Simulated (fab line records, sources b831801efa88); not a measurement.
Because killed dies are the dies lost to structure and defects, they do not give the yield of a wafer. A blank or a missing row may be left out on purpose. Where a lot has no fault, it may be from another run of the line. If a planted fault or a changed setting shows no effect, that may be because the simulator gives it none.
Matching of chambers :: flow gf180mcu :: cmp-01 running GF_V5_CMP_04: 4 sister chambers
The step polishes SiO2. 8 wafers are shown with their chamber, then 12 later ones without.

== WAFERS PAIRED WITH THEIR CHAMBERS ==
wafer: L087.5
chamber: 2
motorCurrentA (A): 12.6

wafer: L088.1
chamber: 0
motorCurrentA (A): 12.9

wafer: L088.4
chamber: 2
motorCurrentA (A): 11.9

wafer: L088.2
chamber: 1
motorCurrentA (A): 9.9

wafer: L088.5
chamber: 0
motorCurrentA (A): 12.1

wafer: L089.2
chamber: 1
motorCurrentA (A): 10.6

wafer: L089.4
chamber: 3
motorCurrentA (A): 10.5

wafer: L089.6
chamber: 3
motorCurrentA (A): 10.4

== WAFERS MISSING THEIR CHAMBER ==
wafer: L091.2
motorCurrentA (A): 12.3

wafer: L091.4
motorCurrentA (A): 12.0

wafer: L091.5
motorCurrentA (A): 13.4

wafer: L093.3
motorCurrentA (A): 11.7

wafer: L093.4
motorCurrentA (A): 10.4

wafer: L093.6
motorCurrentA (A): 10.3

wafer: L093.1
motorCurrentA (A): 10.2

wafer: L093.2
motorCurrentA (A): 12.3

wafer: L093.5
motorCurrentA (A): 12.2

wafer: L097.2
motorCurrentA (A): 10.3

wafer: L097.4
motorCurrentA (A): 10.8

wafer: L097.5
motorCurrentA (A): 10.5

== WHICH CHAMBER EACH WENT THROUGH ==
wafer: L091.2
from the rows above: can't be placed: 2 or 0
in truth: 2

wafer: L091.4
from the rows above: can't be placed: 2 or 0
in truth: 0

wafer: L091.5
from the rows above: can't be placed: 0 or 2
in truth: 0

wafer: L093.3
from the rows above: can't be placed: 2 or 0 or 3 or 1
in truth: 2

wafer: L093.4
from the rows above: can't be placed: 3 or 1
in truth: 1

wafer: L093.6
from the rows above: can't be placed: 1 or 3
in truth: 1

wafer: L093.1
from the rows above: can't be placed: 1 or 3
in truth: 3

wafer: L093.2
from the rows above: can't be placed: 2 or 0
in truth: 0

wafer: L093.5
from the rows above: can't be placed: 2 or 0
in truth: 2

wafer: L097.2
from the rows above: can't be placed: 1 or 3
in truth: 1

wafer: L097.4
from the rows above: can't be placed: 3 or 1
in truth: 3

wafer: L097.5
from the rows above: can't be placed: 3 or 1
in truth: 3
0 of 12 placed correctly. Can't be placed from these rows: 12 (the true chamber is among the candidates in 12). 0 placed wrongly.
How it was worked out, from the rows above alone: a wafer's distance from a chamber is the root of the sum, over the readings, of the square of ((its reading less the chamber's mean) divided by the reading's scatter). The wafer belongs to the nearest chamber; if the next one is less than 2 further off, it can't be placed. A chamber's mean is the mean of its shown wafers. The scatter is the square root of a quotient: the sum, over the shown wafers, of each reading's squared deviation from its chamber's mean, divided by wafers minus chambers.
